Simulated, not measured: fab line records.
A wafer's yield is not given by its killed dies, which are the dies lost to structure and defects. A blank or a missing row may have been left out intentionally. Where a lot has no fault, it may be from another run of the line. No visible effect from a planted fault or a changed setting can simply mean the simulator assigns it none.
A lot that was struck, set against a sound lot + flow gf180mcu + 15 out of 602 route steps
Sound: these wafers, L404.1, L404.2, L404.5. The struck wafers were L417.1, L417.3, L417.6. The cause comes at the end.
At each step with rows: each side's tool, then ch and its chambers, then its first start. Under that, the readings that differ: sound wafers + struck wafers + difference of the means + sigmas: that difference in standard deviations of wafers without a fault.
alike: a reading whose means differ by less than 2 such deviations, as well as words and numbers matching on both sides. not compared: withheld readings; readings where some wafer has no value; bounds like >300 that might hide an equal value; numbers whose values overlap and for which the record gives no deviation.
Wherever a step has rows on one side only, a row that says differs or no value, or a row with sigmas, the two part there. Non-overlapping numbers with no deviation appear without sigmas and do not part them. A reading that every wafer of one side lacks parts them only if that side has two wafers or more.

first, 4 steps without rows for these wafers: GF_V1_SOFTBAKE_10 (time 60 s); GF_V1_EXPOSE_11 (exposes mask Via1, target cd 260 nm); GF_V1_PEB_12 (peb time 90 s); GF_V1_DEVELOP_13 (develop time 60 s).
GF_V1_CD_MEAS_14 targets a cd of 260 nm.
  sound on cd_sem-02, day 20 18:55; struck on cd_sem-01, day 25 08:19
  alike: cd_nm
GF_V1_OVL_MEAS_15:
  sound on overlay-02, day 20 19:02; struck on overlay-02, day 25 08:26
  alike: V1_OVL
GF_V1_ETCH_16: etches BARC in N2/H2.
  sound on rie_diel-02 ch 0,2,3, day 20 19:04; struck on rie_diel-04 ch 0,2,3, day 25 08:28
  alike: drypump_motor_current_A, oes_product_au, throttle_valve_pct
GF_V1_ETCH_17: etches SiO2 in C4F8/O2/Ar, stops on TiN, target depth 630 nm.
  sound on rie_diel-02 ch 0,2,3; struck on rie_diel-04 ch 0,2,3
  alike: oes_product_au
GF_V1_STRIP_18: strips in O2/N2.
  sound on plasma_asher-03 ch 0,1, day 20 19:12; struck on plasma_asher-04 ch 0,1, day 25 08:35
  alike: drypump_motor_current_A, heater_power_w, oes_product_au
  not compared: rf_hours_counter_h
then, 2 steps without rows for these wafers: GF_V1_STRIP_19 (strips in post etch residue remover, time 1200 s); GF_V1_CLEAN_20 (cleans in DIW).
GF_V1_SPUTTER_21: material Ti, target thk 15 nm, time 80.02 s.
  sound on pvd_sputter-04, day 20 19:46; struck on pvd_sputter-04, day 25 09:08
  alike: cathode_dc_power_W, throttle_valve_pct
GF_V1_SPUTTER_22: material TiN, target thk 10 nm, time 40 s.
  sound on pvd_sputter-04, day 20 19:50; struck on pvd_sputter-04, day 25 09:11
| reading                                | sound             | struck      | difference | sigmas |
|----------------------------------------|-------------------|-------------|------------|--------|
| model.TiN_of_V1_SPUTTER_22.thk_nm (nm) | 10.05 10.05 9.988 | 17.91 18 18 | +7.94      |        |
  alike: cathode_dc_power_W, throttle_valve_pct
GF_V1_CVD_23: deposits W, target thk 350 nm, time 105.05 s.
  sound on cvd_w-01 ch 0,1, day 20 19:52; struck on cvd_w-01 ch 0,1, day 25 09:14
  alike: heater_power_w
-- the record jumps here: 9 days lie between the struck wafers' starts before and after (it left off in module V1 and takes up again in module PASSIVATION, whose first step shown is number 602 of the route) --
GF_PASSIVATION_PROBE_99:
  rows exist in the record for the struck wafers here (prober-02, day 34 11:48), but not for the sound ones

## WHERE THEY PART
Only at GF_PASSIVATION_PROBE_99, as far as this record shows.

WHY: whatever the simulator had introduced
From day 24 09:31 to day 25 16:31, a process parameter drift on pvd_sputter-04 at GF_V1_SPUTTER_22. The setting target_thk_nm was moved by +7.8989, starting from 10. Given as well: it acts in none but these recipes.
